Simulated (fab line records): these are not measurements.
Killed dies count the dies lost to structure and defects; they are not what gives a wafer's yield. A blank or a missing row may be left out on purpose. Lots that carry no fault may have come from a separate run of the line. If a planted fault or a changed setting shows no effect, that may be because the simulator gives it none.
Chamber matching -- flow sky130 -- SKY_VIA2_CMP_24 on cmp-02 has 4 sister chambers
The step polishes, stops on SiO2, t overpolish 20 s, target thk 0 nm. 18 wafers are shown with their chamber, then 9 later ones without.

WAFERS, EACH WITH ITS CHAMBER
wafer,chamber,motor-current-A (A),overpolish-run-s (s),time-to-endpoint-s (s)
L273.1,3,11.8,19.990,105.0
L273.2,1,10.8,20.004,107.0
L273.3,2,12.1,19.999,103.5
L274.1,3,11.7,19.999,99.5
L274.4,1,12.2,20.003,104.2
L274.5,2,12.3,19.995,100.3
L275.1,0,9.9,19.996,106.0
L275.3,3,11.4,20.000,103.5
L275.4,2,11.9,19.991,105.7
L278.3,0,10.2,19.994,101.4
L278.4,1,11.8,19.997,106.3
L278.5,2,12.6,19.993,101.3
L280.2,3,11.1,20.029,105.0
L280.5,2,12.0,19.980,105.5
L280.6,3,11.3,20.001,105.4
L284.1,1,11.3,19.987,100.6
L284.2,2,11.9,20.012,100.5
L284.5,2,12.1,20.000,100.6

SIGNATURES (averages over the wafers above)
reading,chamber 0,chamber 1,chamber 2,chamber 3,scatter within a chamber
motor-current-A,10.050,11.525,12.129,11.460,0.364
overpolish-run-s,19.99500,19.99775,19.99571,20.00380,0.0108
time-to-endpoint-s,103.700,104.525,102.486,103.680,2.58
Rule: for each reading, subtract the chamber's mean from the wafer's reading, divide by that reading's scatter and square the result; add these up over the readings and take the root, which gives the wafer's distance from the chamber. The wafer belongs to the nearest chamber; if the next one is less than 2 further off, it can't be placed. How the scatter is found: for the shown wafers, subtract from each reading the mean of its chamber, square and add these, divide the total by (wafers less chambers), then take the root.

WAFERS WITHOUT THEIR CHAMBER
wafer,motor-current-A (A),overpolish-run-s (s),time-to-endpoint-s (s)
L288.1,12.1,20.010,99.3
L288.4,11.7,20.016,101.1
L288.6,11.7,20.018,101.1
L289.1,11.2,19.995,107.0
L289.3,12.2,20.006,107.8
L289.6,11.7,20.003,106.5
L291.1,9.5,20.008,99.6
L291.2,12.2,20.006,98.9
L291.6,9.7,20.002,99.9

EACH ONE'S CHAMBER
wafer,from the rows above,in truth
L288.1,can't be placed: 2 or 3 or 1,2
L288.4,can't be placed: 3 or 1 or 2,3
L288.6,can't be placed: 3 or 1 or 2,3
L289.1,can't be placed: 1 or 3 or 2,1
L289.3,can't be placed: 2 or 1 or 3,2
L289.6,can't be placed: 1 or 3 or 2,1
L291.1,0,0
L291.2,can't be placed: 2 or 3 or 1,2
L291.6,0,0
Placed correctly: 2 of 9. These rows do not allow placing 7 (true chamber among the candidates in 7). Placed wrongly: 0.
